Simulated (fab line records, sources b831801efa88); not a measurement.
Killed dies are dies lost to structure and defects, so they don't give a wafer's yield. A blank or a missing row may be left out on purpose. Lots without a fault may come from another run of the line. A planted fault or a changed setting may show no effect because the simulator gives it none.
A struck lot beside a sound one | flow gf180mcu | 14 steps out of a route of 602
Sound: wafers L162.1, L162.3, L162.5. Struck: wafers L168.1, L168.3, L168.4. The cause comes at the end.
At each step with rows: each side's tool, then ch and its chambers, then its first start. Under that, the readings that differ: sound wafers | struck wafers | difference of the means | sigmas: that difference in standard deviations of wafers without a fault.
alike: readings whose means differ by less than 2 such deviations, and words and numbers that are the same on both sides. not compared: withheld readings, readings that some wafer has no value for, bounds like >300 that may hide the same value, and numbers for which the record gives no deviation and whose values overlap.
The two part at a step that has a row with sigmas, a row that says differs or no value, or rows on one side only. Numbers that don't overlap but have no deviation are shown without sigmas and don't part them. A reading that every wafer of one side lacks parts them only if that side has two wafers or more.

first, 2 steps without rows for these wafers: GF_M4_CLEAN_19 (cleans in DIW); GF_V4_CVD_00 (deposits SiO2, target thk 600 nm, time 100 s).
GF_V4_THK_MEAS_01:
  sound on film_metro-01, day 27 04:28; struck on film_metro-03, day 28 18:04
  alike: V4_CVD_00_THK
GF_V4_CVD_02: deposits SiO2 from TEOS, target thk 850 nm, time 94.851 s.
  sound on pecvd-03 ch 0,1,2, day 27 04:31; struck on pecvd-04 ch 0,1,2, day 28 18:07
  alike: heater_power_w
GF_V4_THK_MEAS_03:
  sound on film_metro-01, day 27 04:35; struck on film_metro-04, day 28 18:11
  alike: V4_CVD_02_THK
GF_V4_CMP_04: polishes SiO2.
  sound on cmp-01 ch 0,2,3, day 27 04:39; struck on cmp-02 ch 0,1,2, day 28 18:15
  alike: head_pressure_psi, motor_current_A, time_to_endpoint_s
GF_V4_BOW_MEAS_05:
  sound on film_metro-01, day 27 04:57; struck on film_metro-04, day 28 18:33
  alike: V4_BOW
then, 5 steps without rows for these wafers: GF_V4_DEHYDRATE_06 (time 60 s); GF_V4_HMDS_07 (prime time 60 s); GF_V4_COAT_08; GF_V4_COAT_09 (resist thk 1000 nm); GF_V4_SOFTBAKE_10 (time 60 s).
GF_V4_EXPOSE_11: exposes mask Via4, target cd 260 nm.
  sound on krf_scanner-02 ch 0, day 27 14:57; struck on krf_scanner-02, day 29 04:10
  no value came back on the struck wafers for exposure_dose_mJ_cm2, focus_offset_nm (nm); on the sound wafers exposure_dose_mJ_cm2 reads 38.03 37.95 37.97
  alike: mask
then, 1 step without rows for these wafers: GF_V4_PEB_12 (peb time 90 s).

WHERE THEY PART
Only at GF_V4_EXPOSE_11, within this record.

WHY: what the simulator had put in
Skipped step whole: krf_scanner-02, from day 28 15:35 on, at GF_V4_EXPOSE_11. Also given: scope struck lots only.
